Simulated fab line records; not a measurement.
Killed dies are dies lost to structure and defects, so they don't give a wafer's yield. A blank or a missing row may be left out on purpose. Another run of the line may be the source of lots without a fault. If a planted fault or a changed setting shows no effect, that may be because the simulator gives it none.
fab line records + flow sfq-line
[record]
- lots = 6
- wafers = 18
- last-day = 92
route steps=325 shown L0V@24 M0@28
lots that met no fault: from a run of the same line without faults
start-h: the number of hours between the record's first day and the start of the first shown wafer of the lot + wait-h: hours elapsed since this lot's preceding step + " same as the row above + L1.1+2: a single row standing in for several wafers + - either no value or no given start + * or withheld: withheld + < > ~ a bound
route shown NAME@n: a module of which the file shows steps, and the number in the route of the first + usual: mean/standard deviation taken from wafers without a fault + same: alike in all rows + chamber/n: place in a boat + sites: per-site readings + _std_site: standard deviation of those values + _edge_site: outer sites' mean less inner sites' + radius-mm: how far each site lies from the wafer's centre + mask NAME#n: copy n + behind: the tool/chamber that last shaped the wafer + hold: reason for holding the lot/hours on hold/outcome of the hold + device: names the non-switching transistor (n, p or np) + end of line: tests of these same wafers at the route's end + a step with no rows: only its recipe + killed: dies that structure and defects cost at the first sort, which is not the same as the wafer's yield + map: per-die view of a wafer (x killed, . not killed, _ where there is no die)
set.NAME: the run value of the setting; set.NAME@STEP: its run value at that earlier step + model.NAME: the simulator's own value behind a step, which no gauge read
a table for each step, a row for each wafer; lots at some steps of the route
services: the hour from which a tool's chamber was out of use, counted from the record's first day as start-h (under 0 if before that day), plus the number of hours and why
[[steps]]
[step SFQ_TRILAYER_L0_VIA_BARC_OPEN_VIA_ETCH_021]
[recipe]
- mask-material = PR
- chemistry = O2
- target-depth-nm = 125
- target = BARC
- source-w = 500
- bias-w = 80
- pressure-mtorr = 30
- time-s = 41.7
[usual]
- drypump-motor-current-A = 5.6/0.42
- oes-product-au = 0.685/0.0051
| lot.wafer | tool        | chamber | start-h | wait-h | drypump-motor-current-A | oes-product-au | rf-hours-counter-h |
|-----------|-------------|---------|---------|--------|-------------------------|----------------|--------------------|
| L504.2    | rie-diel-02 | 3       | 179.80  | 0.0    | 5.2                     | 0.675          | 0                  |
| L504.3    | "           | 2       | "       | "      | 6.0                     | 0.679          | 118                |
| L504.5    | "           | 1       | "       | "      | 4.8                     | 0.691          | -                  |
| L508.1    | rie-diel-02 | 0       | 222.47  | 0.0    | 5.6                     | 0.685          | 81                 |
| L508.3    | "           | 1       | "       | "      | 4.9                     | 0.684          | 20                 |
| L508.5    | "           | 1       | "       | "      | 4.9                     | 0.680          | -                  |
| L518.1    | rie-diel-03 | 1       | 294.72  | 0.0    | 6.0                     | 0.686          | 47                 |
| L518.4    | "           | 3       | "       | "      | 5.5                     | 0.683          | 46                 |
| L518.6    | "           | 2       | "       | "      | 5.9                     | 0.689          | -                  |
| L519.1    | rie-diel-04 | 3       | 300.72  | 0.0    | 6.1                     | 0.680          | 6                  |
| L519.3    | "           | 1       | "       | "      | 6.1                     | 0.682          | 74                 |
| L519.6    | "           | 2       | "       | "      | 5.1                     | 0.681          | -                  |
| L521.1    | rie-diel-02 | 2       | 323.52  | 0.0    | 6.0                     | 0.679          | 119                |
| L521.2    | "           | 3       | "       | "      | 5.2                     | 0.682          | 2                  |
| L521.4    | "           | 1       | "       | "      | 4.9                     | 0.684          | 21                 |
| L522.3    | rie-diel-02 | 3       | 327.12  | 0.0    | 5.2                     | 0.691          | 2                  |
| L522.4    | "           | 2       | "       | "      | 6.0                     | 0.681          | 119                |
| L522.5    | "           | 2       | "       | "      | 6.0                     | 0.690          | -                  |
[step SFQ_TRILAYER_L0_VIA_ETCH_VIA_ETCH_016]
[recipe]
- target = SiO2
- stop-on = MoNx_KI
- mask-material = PR
- chemistry = CHF3
- target-depth-nm = 80
- source-w = 500
- bias-w = 80
- pressure-mtorr = 30
- time-s = withheld
[usual]
- drypump-motor-current-A = 5.6/0.42
- oes-product-au = 0.839/0.0073
| lot.wafer | tool        | chamber | start-h | wait-h | drypump-motor-current-A | oes-product-au |
|-----------|-------------|---------|---------|--------|-------------------------|----------------|
| L504.2    | rie-diel-02 | 3       | 179.84  | 0.0    | 5.2                     | 0.831          |
| L504.3    | "           | 2       | "       | "      | 6.0                     | 0.827          |
| L504.5    | "           | 1       | "       | "      | 4.8                     | 0.833          |
| L508.1    | rie-diel-02 | 0       | 222.51  | 0.0    | 5.6                     | 0.832          |
| L508.3    | "           | 1       | "       | "      | 4.8                     | 0.835          |
| L508.5    | "           | 1       | "       | "      | 4.8                     | 0.833          |
| L518.1    | rie-diel-03 | 1       | 294.76  | 0.0    | 5.9                     | 0.841          |
| L518.4    | "           | 3       | "       | "      | 5.5                     | 0.842          |
| L518.6    | "           | 2       | "       | "      | 6.0                     | 0.838          |
| L519.1    | rie-diel-04 | 3       | 300.76  | 0.0    | 6.1                     | 0.835          |
| L519.3    | "           | 1       | "       | "      | 6.0                     | 0.828          |
| L519.6    | "           | 2       | "       | "      | 5.1                     | 0.830          |
| L521.1    | rie-diel-02 | 2       | 323.56  | 0.0    | 6.0                     | 0.844          |
| L521.2    | "           | 3       | "       | "      | 5.2                     | 0.848          |
| L521.4    | "           | 1       | "       | "      | 4.8                     | 0.840          |
| L522.3    | rie-diel-02 | 3       | 327.16  | 0.0    | 5.2                     | 0.837          |
| L522.4    | "           | 2       | "       | "      | 6.0                     | 0.851          |
| L522.5    | "           | 2       | "       | "      | 6.0                     | 0.825          |
[step SFQ_TRILAYER_L0_VIA_STRIP_STRIP_017]
[recipe]
- gas = O2
- power-w = 200
- platen-temp-c = 40
- overash-fraction = 0.65
- chemistry = O2
- pressure-mtorr = 50
[usual]
- drypump-motor-current-A = 5.65/0.23
- oes-product-au = 0.999/0.0068
| lot.wafer | tool         | chamber | start-h | wait-h | drypump-motor-current-A | oes-product-au | rf-hours-counter-h |
|-----------|--------------|---------|---------|--------|-------------------------|----------------|--------------------|
| L504.2    | rie-metal-03 | 0       | 179.89  | -      | 5.59                    | 1.012          | 86                 |
| L504.3    | "            | 1       | "       | "      | 5.27                    | 0.992          | -                  |
| L504.5    | "            | 1       | "       | "      | 5.28                    | 0.999          | -                  |
| L508.1    | rie-metal-03 | 0       | 222.56  | -      | 5.57                    | 1.003          | 91                 |
| L508.3    | "            | 1       | "       | "      | 5.31                    | 0.992          | -                  |
| L508.5    | "            | 0       | "       | "      | 5.59                    | 1.002          | -                  |
| L518.1    | rie-metal-01 | 0       | 294.81  | -      | 5.81                    | 0.999          | 74                 |
| L518.4    | "            | 1       | "       | "      | 5.72                    | 1.002          | -                  |
| L518.6    | "            | 1       | "       | "      | 5.74                    | 1.002          | -                  |
| L519.1    | rie-metal-02 | 1       | 300.81  | -      | 5.73                    | 0.984          | 63                 |
| L519.3    | "            | 1       | "       | "      | 5.72                    | 0.993          | -                  |
| L519.6    | "            | 0       | "       | "      | 5.99                    | 0.991          | -                  |
| L521.1    | rie-metal-02 | 1       | 323.61  | -      | 5.76                    | 1.012          | 68                 |
| L521.2    | "            | 0       | "       | "      | 6.03                    | 1.009          | 108                |
| L521.4    | "            | 1       | "       | "      | 5.76                    | 0.996          | -                  |
| L522.3    | rie-metal-02 | 1       | 327.41  | -      | 5.76                    | 0.997          | -                  |
| L522.4    | "            | 0       | "       | "      | 5.95                    | 1.002          | -                  |
| L522.5    | "            | 0       | "       | "      | 6.02                    | 1.009          | -                  |
[step SFQ_TRILAYER_L0_VIA_STRIP_SOLV_CLEAN_018]
[recipe]
- chemistry = NMP
- temp-c = 70
- time-s = 600
[step SFQ_TRILAYER_M0_DEP_PRE_CLEAN_020]
[recipe]
- gas = Ar
- time-s = 15
- bias-v = 250
[step SFQ_TRILAYER_M0_DEP_SPUTTER_019]
[recipe]
- material = Nb
- base-pressure-pa = 1.33e-06
- chamber-pressure-pa = 0.1333
- substrate-temp-c = 20
- resputter-cathode-voltage-v = 400
- target-thk-nm = 200
- power-w = 2000
- time-s = 133.3
[usual]
- base-pressure-pa = 1.33e-06/8.8e-08
- throttle-valve-pct = 30.2/0.87
| lot.wafer | tool           | chamber | start-h | wait-h | base-pressure-pa | throttle-valve-pct |
|-----------|----------------|---------|---------|--------|------------------|--------------------|
| L504.2    | pvd-sputter-06 | -       | 180.70  | 0.0    | 1.13e-06         | 29.7               |
| L504.3    | "              | -       | "       | "      | 1.31e-06         | 29.8               |
| L504.5    | "              | -       | "       | "      | 1.25e-06         | 31.2               |
| L508.1    | pvd-sputter-03 | -       | 223.36  | 0.0    | 1.23e-06         | 31.0               |
| L508.3    | "              | -       | "       | "      | 1.38e-06         | 29.3               |
| L508.5    | "              | -       | "       | "      | 1.24e-06         | 31.9               |
| L518.1    | pvd-sputter-06 | -       | 295.61  | 0.0    | 1.23e-06         | 30.0               |
| L518.4    | "              | -       | "       | "      | 1.47e-06         | 29.9               |
| L518.6    | "              | -       | "       | "      | 1.3e-06          | 31.3               |
| L519.1    | pvd-sputter-06 | -       | 301.61  | 0.0    | 1.37e-06         | 31.0               |
| L519.3    | "              | -       | "       | "      | 1.28e-06         | 29.9               |
| L519.6    | "              | -       | "       | "      | 1.31e-06         | 31.2               |
| L521.1    | pvd-sputter-06 | -       | 324.41  | 0.0    | 1.29e-06         | 29.7               |
| L521.2    | "              | -       | "       | "      | 1.32e-06         | 31.3               |
| L521.4    | "              | -       | "       | "      | 1.23e-06         | 30.1               |
| L522.3    | pvd-sputter-06 | -       | 328.01  | 0.0    | 1.29e-06         | 30.0               |
| L522.4    | "              | -       | "       | "      | 1.33e-06         | 31.3               |
| L522.5    | "              | -       | "       | "      | 1.3e-06          | 30.9               |
[step SFQ_M0_RS_MEAS_904]
[recipe]
- thk-meas-gauge = four-point-probe
- reads = Nb_of_TRILAYER_M0_DEP_SPUTTER_019
[usual]
- M0_NB_RS = 0.891/0.0086
| lot.wafer | tool          | chamber | start-h | wait-h | M0_NB_RS[ohm/sq] |
|-----------|---------------|---------|---------|--------|------------------|
| L504.2    | film-metro-02 | -       | 180.81  | 0.1    | 0.888            |
| L504.3    | "             | -       | "       | "      | 0.900            |
| L504.5    | "             | -       | "       | "      | 0.895            |
| L508.1    | film-metro-02 | -       | 223.45  | 0.0    | 0.895            |
| L508.3    | "             | -       | "       | "      | 0.906            |
| L508.5    | "             | -       | "       | "      | 0.907            |
| L518.1    | film-metro-01 | -       | 295.70  | 0.0    | 0.895            |
| L518.4    | "             | -       | "       | "      | 0.883            |
| L518.6    | "             | -       | "       | "      | 0.891            |
| L519.1    | film-metro-02 | -       | 301.70  | 0.0    | 0.905            |
| L519.3    | "             | -       | "       | "      | 0.899            |
| L519.6    | "             | -       | "       | "      | 0.907            |
| L521.1    | film-metro-02 | -       | 324.50  | 0.0    | 0.883            |
| L521.2    | "             | -       | "       | "      | 0.890            |
| L521.4    | "             | -       | "       | "      | 0.882            |
| L522.3    | film-metro-03 | -       | 328.14  | 0.1    | 0.887            |
| L522.4    | "             | -       | "       | "      | 0.887            |
| L522.5    | "             | -       | "       | "      | 0.887            |
[step SFQ_TRILAYER_M0_LITHO_COAT_026]
[recipe]
- resist = BARC
- spin-rpm = 3000
- resist-thk-nm = 62
[step SFQ_TRILAYER_M0_LITHO_COAT_021]
[recipe]
- resist = KrF
- spin-rpm = 3000
- resist-thk-nm = 600
[step SFQ_TRILAYER_M0_LITHO_SOFTBAKE_025]
[recipe]
- temp-c = withheld
- time-s = withheld
- resist = KrF
[step SFQ_TRILAYER_M0_LITHO_EXPOSE_022]
[recipe]
- mask-id = M0
- na = 0.6
- source-shape = conventional
- sigma-outer = 0.65
- target-cd-nm = 500
- dose-mj = 14.4
[step SFQ_TRILAYER_M0_LITHO_PEB_024]
[recipe]
- peb-temp-c = 115
- peb-time-s = 60
- resist = KrF
[usual]
- heater-power-total-W = 79.15/0.068
- plate-temp-C = 114.97/0.13
| lot.wafer | tool           | chamber | start-h | wait-h | heater-power-total-W | plate-temp-C |
|-----------|----------------|---------|---------|--------|----------------------|--------------|
| L504.2    | litho-track-03 | 0       | 284.69  | 0.8    | 79.18                | 115.06       |
| L504.3    | "              | 0       | "       | "      | 79.00                | 114.94       |
| L504.5    | "              | 0       | "       | "      | 78.96                | 114.88       |
| L508.1    | litho-track-02 | 0       | 343.59  | 1.0    | 79.08                | 114.81       |
| L508.3    | "              | 0       | "       | "      | 79.10                | 114.92       |
| L508.5    | "              | 0       | "       | "      | 79.21                | 114.81       |
| L518.1    | litho-track-03 | 0       | 427.96  | 1.0    | 88.80                | 125.65       |
| L518.4    | "              | 0       | "       | "      | 88.83                | 125.49       |
| L518.6    | "              | 0       | "       | "      | 88.88                | 125.66       |
| L519.1    | litho-track-03 | 0       | 433.96  | 1.0    | 88.83                | 125.26       |
| L519.3    | "              | 0       | "       | "      | 88.88                | 125.51       |
| L519.6    | "              | 0       | "       | "      | 88.80                | 125.38       |
| L521.1    | litho-track-02 | 0       | 464.49  | 1.0    | 79.03                | 114.91       |
| L521.2    | "              | 0       | "       | "      | 79.26                | 114.76       |
| L521.4    | "              | 0       | "       | "      | 79.12                | 114.88       |
| L522.3    | litho-track-02 | 0       | 470.54  | 0.7    | 79.23                | 114.95       |
| L522.4    | "              | 0       | "       | "      | 79.18                | 114.98       |
| L522.5    | "              | 0       | "       | "      | 79.04                | 115.03       |
[step SFQ_TRILAYER_M0_LITHO_DEVELOP_023]
[recipe]
- time-s = 60
- resist = KrF
[step SFQ_M0_OVL_MEAS_906]
[usual]
- M0_OVL = 0/4.7
| lot.wafer | tool       | chamber | start-h | wait-h | M0_OVL[nm] |
|-----------|------------|---------|---------|--------|------------|
| L504.2    | overlay-02 | -       | 284.97  | 0.1    | -2         |
| L504.3    | "          | -       | "       | "      | 7          |
| L504.5    | "          | -       | "       | "      | 1          |
| L508.1    | overlay-02 | -       | 343.89  | 0.1    | 2          |
| L508.3    | "          | -       | "       | "      | 1          |
| L508.5    | "          | -       | "       | "      | -4         |
| L518.1    | overlay-01 | -       | 428.26  | 0.1    | 8          |
| L518.4    | "          | -       | "       | "      | 2          |
| L518.6    | "          | -       | "       | "      | 1          |
| L519.1    | overlay-02 | -       | 434.26  | 0.1    | 1          |
| L519.3    | "          | -       | "       | "      | 1          |
| L519.6    | "          | -       | "       | "      | -5         |
| L521.1    | overlay-01 | -       | 464.79  | 0.1    | 0          |
| L521.2    | "          | -       | "       | "      | 1          |
| L521.4    | "          | -       | "       | "      | -2         |
| L522.3    | overlay-01 | -       | 470.80  | 0.1    | 4          |
| L522.4    | "          | -       | "       | "      | 0          |
| L522.5    | "          | -       | "       | "      | 5          |
[step SFQ_TRILAYER_M0_BARC_OPEN_METAL_ETCH_031]
[recipe]
- mask-material = PR
- chemistry = O2
- target-depth-nm = 125
- target = BARC
- icp-w = 600
- bias-w = 80
- pressure-mtorr = 10
- time-s = 41.7
[usual]
- drypump-motor-current-A = 5.51/0.24
- oes-product-au = 0.684/0.005
| lot.wafer | tool         | chamber | start-h | wait-h | drypump-motor-current-A | oes-product-au | rf-hours-counter-h | model.M0.cd-nm |
|-----------|--------------|---------|---------|--------|-------------------------|----------------|--------------------|----------------|
| L504.2    | rie-metal-04 | 0       | 285.00  | 0.0    | 5.17                    | 0.692          | 184                | 500            |
| L504.3    | "            | 1       | "       | "      | 5.33                    | 0.688          | -                  | 501.2          |
| L504.5    | "            | 1       | "       | "      | 5.36                    | 0.695          | -                  | 500            |
| L508.1    | rie-metal-01 | 1       | 343.92  | 0.0    | 5.71                    | 0.684          | 14                 | 499.3          |
| L508.3    | "            | 0       | "       | "      | 5.84                    | 0.683          | -                  | 501.8          |
| L508.5    | "            | 0       | "       | "      | 5.81                    | 0.680          | -                  | 500.1          |
| L518.1    | rie-metal-03 | 0       | 428.30  | 0.0    | 5.62                    | 0.687          | 122                | 366.8          |
| L518.4    | "            | 0       | "       | "      | 5.60                    | 0.683          | -                  | 366.6          |
| L518.6    | "            | 1       | "       | "      | 5.32                    | 0.678          | -                  | 367.6          |
| L519.1    | rie-metal-04 | 0       | 434.30  | 0.0    | 5.17                    | 0.691          | 12                 | 365.7          |
| L519.3    | "            | 0       | "       | "      | 5.17                    | 0.692          | -                  | 365.8          |
| L519.6    | "            | 0       | "       | "      | 5.17                    | 0.684          | -                  | 366.3          |
| L521.1    | rie-metal-03 | 1       | 464.83  | 0.0    | 5.32                    | 0.689          | 1                  | 501            |
| L521.2    | "            | 0       | "       | "      | 5.59                    | 0.685          | 130                | 500            |
| L521.4    | "            | 0       | "       | "      | 5.58                    | 0.684          | -                  | 500.7          |
| L522.3    | rie-metal-03 | 0       | 470.85  | 0.0    | 5.58                    | 0.693          | -                  | 501.3          |
| L522.4    | "            | 1       | "       | "      | 5.31                    | 0.683          | -                  | 499.6          |
| L522.5    | "            | 1       | "       | "      | 5.32                    | 0.679          | -                  | 501            |
[step SFQ_TRILAYER_M0_ETCH_METAL_ETCH_024]
[recipe]
- target = Nb
- stop-on = SiO2
- mask-material = PR
- chemistry = Cl2/Ar
- target-depth-nm = 240
- icp-w = 600
- bias-w = 80
- pressure-mtorr = 10
- time-s = 120
[usual]
- drypump-motor-current-A = 5.52/0.24
- oes-product-au = 0.894/0.0063
| lot.wafer | tool         | chamber | start-h | wait-h | drypump-motor-current-A | oes-product-au | rf-hours-counter-h | model.M0.cd-nm |
|-----------|--------------|---------|---------|--------|-------------------------|----------------|--------------------|----------------|
| L504.2    | rie-metal-04 | 0       | 285.06  | 0.0    | 5.15                    | 0.889          | 184                | 499.9          |
| L504.3    | "            | 1       | "       | "      | 5.33                    | 0.894          | -                  | 501.6          |
| L504.5    | "            | 1       | "       | "      | 5.34                    | 0.892          | -                  | 501.3          |
| L508.1    | rie-metal-01 | 1       | 343.98  | 0.0    | 5.72                    | 0.893          | 14                 | 498.9          |
| L508.3    | "            | 0       | "       | "      | 5.81                    | 0.884          | -                  | 502            |
| L508.5    | "            | 0       | "       | "      | 5.81                    | 0.880          | -                  | 500            |
| L518.1    | rie-metal-03 | 0       | 428.36  | 0.0    | 5.61                    | 0.893          | 122                | 366.4          |
| L518.4    | "            | 0       | "       | "      | 5.60                    | 0.894          | -                  | 366.4          |
| L518.6    | "            | 1       | "       | "      | 5.29                    | 0.893          | -                  | 368.6          |
| L519.1    | rie-metal-04 | 0       | 434.42  | 0.1    | 5.16                    | 0.884          | 12                 | 364            |
| L519.3    | "            | 0       | "       | "      | 5.18                    | 0.890          | -                  | 365.2          |
| L519.6    | "            | 0       | "       | "      | 5.18                    | 0.880          | -                  | 364.5          |
| L521.1    | rie-metal-03 | 1       | 464.89  | 0.0    | 5.36                    | 0.894          | 1                  | 502.4          |
| L521.2    | "            | 0       | "       | "      | 5.62                    | 0.895          | 130                | 499.5          |
| L521.4    | "            | 0       | "       | "      | 5.56                    | 0.898          | -                  | 501.1          |
| L522.3    | rie-metal-03 | 0       | 470.93  | 0.1    | 5.57                    | 0.898          | -                  | 500.7          |
| L522.4    | "            | 1       | "       | "      | 5.33                    | 0.901          | -                  | 499.4          |
| L522.5    | "            | 1       | "       | "      | 5.32                    | 0.901          | -                  | 500.8          |
[step SFQ_TRILAYER_M0_STRIP_STRIP_025]
[recipe]
- gas = O2
- power-w = 200
- platen-temp-c = 40
- overash-fraction = 0.65
- chemistry = O2
- pressure-mtorr = 50
[usual]
- drypump-motor-current-A = 5.52/0.24
- oes-product-au = 0.998/0.0063
| lot.wafer | tool         | chamber | start-h | wait-h | drypump-motor-current-A | oes-product-au | rf-hours-counter-h |
|-----------|--------------|---------|---------|--------|-------------------------|----------------|--------------------|
| L504.2    | rie-metal-04 | 0       | 285.18  | 0.1    | 5.17                    | 0.999          | 184                |
| L504.3    | "            | 1       | "       | "      | 5.32                    | 0.993          | -                  |
| L504.5    | "            | 1       | "       | "      | 5.33                    | 0.992          | -                  |
| L508.1    | rie-metal-01 | 1       | 344.11  | 0.1    | 5.69                    | 0.999          | 14                 |
| L508.3    | "            | 0       | "       | "      | 5.83                    | 1.002          | -                  |
| L508.5    | "            | 0       | "       | "      | 5.80                    | 0.994          | -                  |
| L518.1    | rie-metal-03 | 0       | 428.48  | 0.1    | 5.60                    | 1.007          | 122                |
| L518.4    | "            | 0       | "       | "      | 5.61                    | 1.011          | -                  |
| L518.6    | "            | 1       | "       | "      | 5.35                    | 0.995          | -                  |
| L519.1    | rie-metal-04 | 0       | 434.67  | 0.2    | 5.18                    | 0.990          | 13                 |
| L519.3    | "            | 0       | "       | "      | 5.16                    | 0.998          | -                  |
| L519.6    | "            | 0       | "       | "      | 5.17                    | 0.983          | -                  |
| L521.1    | rie-metal-03 | 1       | 465.01  | 0.1    | 5.33                    | 0.992          | 1                  |
| L521.2    | "            | 0       | "       | "      | 5.62                    | 1.000          | 130                |
| L521.4    | "            | 0       | "       | "      | 5.60                    | 1.010          | -                  |
| L522.3    | rie-metal-03 | 0       | 471.21  | 0.2    | 5.58                    | 0.997          | -                  |
| L522.4    | "            | 1       | "       | "      | 5.35                    | 0.999          | -                  |
| L522.5    | "            | 1       | "       | "      | 5.34                    | 0.991          | -                  |
[[services]]
| tool           | chamber | start-h | hours | kind   |
|----------------|---------|---------|-------|--------|
| rie-metal-04   | 1       | 162.01  | 14.4  | repair |
| rie-diel-03    | 1       | 177.49  | 5.2   | repair |
| rie-diel-03    | -       | 178.29  | 0.8   | repair |
| rie-metal-02   | -       | 190.29  | 0.7   | repair |
| rie-diel-02    | 1       | 199.11  | 9.7   | repair |
| rie-diel-04    | 1       | 206.54  | 7.4   | repair |
| rie-diel-04    | -       | 232.81  | 4.3   | pm     |
| rie-diel-04    | 1       | 246.83  | 19.7  | repair |
| pvd-sputter-06 | -       | 280.24  | 0.8   | repair |
| rie-diel-02    | 0       | 291.21  | 4.5   | repair |
| rie-diel-02    | 0       | 301.11  | 9.5   | repair |
| rie-metal-01   | 0       | 308.17  | 1.3   | repair |
| rie-diel-03    | 1       | 310.14  | 14.8  | repair |
| rie-metal-02   | -       | 312.05  | 2.8   | pm     |
| rie-metal-03   | 1       | 317.69  | 13.7  | repair |
| rie-diel-04    | 0       | 362.83  | 5.2   | repair |
| rie-diel-03    | -       | 372.20  | 0.9   | repair |
| rie-diel-03    | -       | 374.17  | 0.6   | repair |
| rie-metal-02   | -       | 374.66  | 4.3   | pm     |
| rie-diel-03    | 3       | 381.29  | 3.9   | repair |
| rie-metal-03   | 1       | 406.40  | 17.8  | repair |
| rie-metal-04   | -       | 418.60  | 14.6  | pm     |
| rie-metal-02   | 0       | 424.22  | 3.2   | repair |
| rie-metal-01   | -       | 439.11  | 2.8   | pm     |
[[key]]
[first-sign]
- step = SFQ_TRILAYER_M0_LITHO_PEB_024
- reading = heater-power-total-W
- direction = up
- sigmas = 99+
- usual = 79.15
- struck = 88.84
[effect]
- step = SFQ_TRILAYER_M0_LITHO_PEB_024
- reading = plate-temp-C
- direction = up
- sigmas = 79
- usual = *
- struck = *
[model-effect]
- step = SFQ_TRILAYER_M0_BARC_OPEN_METAL_ETCH_031
- value = M0.cd-nm
- without = 500.5
- struck = 366.5
[model-effect]
- step = SFQ_TRILAYER_M0_ETCH_METAL_ETCH_024
- value = M0.cd-nm
- without = 499.9
- struck = 365.9
met-at SFQ_TRILAYER_M0_LITHO_PEB_024
struck-wafers L518.1,L518.4,L518.6,L519.1,L519.3,L519.6
onset-between 284.69 427.96
[fault]
- kind = process-parameter-drift
- tool = litho-track-03
- chamber = -
- onset-h = 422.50
- steps = SFQ_TRILAYER_M0_LITHO_PEB_024
- channel = peb-temp-c
- offset = *
- shape = step
- end-h = 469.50
- acts-in = *
- stated = *
